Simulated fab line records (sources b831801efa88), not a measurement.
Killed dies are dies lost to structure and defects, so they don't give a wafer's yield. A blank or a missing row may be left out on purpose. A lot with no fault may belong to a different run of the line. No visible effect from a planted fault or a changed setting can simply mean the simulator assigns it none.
2 desks, one fault ; flow sfq-line ; numbers are kept per desk, each desk with only its own; the story behind them comes last

## FROM THE METROLOGY DESK
What the gauges read for every lot (on any tool): the sampled wafers with a number, averaged. Marked OUT: a lot whose mean sits more than 4 standard deviations from the usual mean, which makes it out of limits; the brackets give that distance.
Columns: A = M0_NB_RS at SFQ_M0_RS_MEAS_904, usual 0.888 ohm/sq
lot;first seen here;A
L659;day 4 20:41;0.900
L660;day 5 00:53;0.884
L661;day 5 09:19;0.875
L662;day 5 15:17;0.890
L663;day 5 20:07;0.878
L664;day 6 04:02;0.879
L665;day 6 08:51;0.894
L666;day 6 12:27;0.887
L667;day 6 17:14;0.885
L668;day 6 20:52;0.890
L669;day 7 05:13;0.794 (-10) OUT
L670;day 7 11:10;0.784 (-11) OUT
L679;day 9 05:09;0.884
L681;day 9 13:32;0.910
This desk reports L669, L670 out of limits; the earliest was L669 at day 7 05:13 (M0_NB_RS at SFQ_M0_RS_MEAS_904). L659, L660, L661, L662, L663, L664, L665, L666, L667, L668, L679, L681: within limits.

## FOR THE TOOL OWNER'S DESK: pvd-sputter-05
The tool's own readings at SFQ_TRILAYER_M0_DEP_SPUTTER_019 (material Nb, target thk 200 nm, time 133.3 s): means of the sampled wafers that have a number, for each lot that ran on this tool. Marked OUT: a lot whose mean sits more than 4 standard deviations from the usual mean, which makes it out of limits; the brackets give that distance.
Columns: A = throttle-valve-pct at SFQ_TRILAYER_M0_DEP_SPUTTER_019, usual 29.0 %
lot;first seen here;A
L660;day 5 00:47;28.6
L667;day 6 17:08;27.7
L668;day 6 20:46;27.6
L669;day 7 05:08;29.0
L670;day 7 10:58;28.4
This desk's finding: nothing out of limits on any of the 5 lots.

## PUT TOGETHER
On L669, L670, the metrology desk was in a position to raise an alarm at day 7 05:13.
Nothing out of limits was seen by the tool owner's desk.
On record at the tool owner's desk: L669, L670, within its limits.
Of the lots named, all ran SFQ_TRILAYER_M0_DEP_SPUTTER_019 on pvd-sputter-05.

## WHAT HAD BEEN PUT IN BY THE SIMULATOR
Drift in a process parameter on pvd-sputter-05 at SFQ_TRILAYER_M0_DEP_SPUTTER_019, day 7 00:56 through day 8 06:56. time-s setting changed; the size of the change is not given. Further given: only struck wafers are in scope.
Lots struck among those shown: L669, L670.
Delay in hours, fault start to first out-of-limits reading, per desk: metrology desk 4.
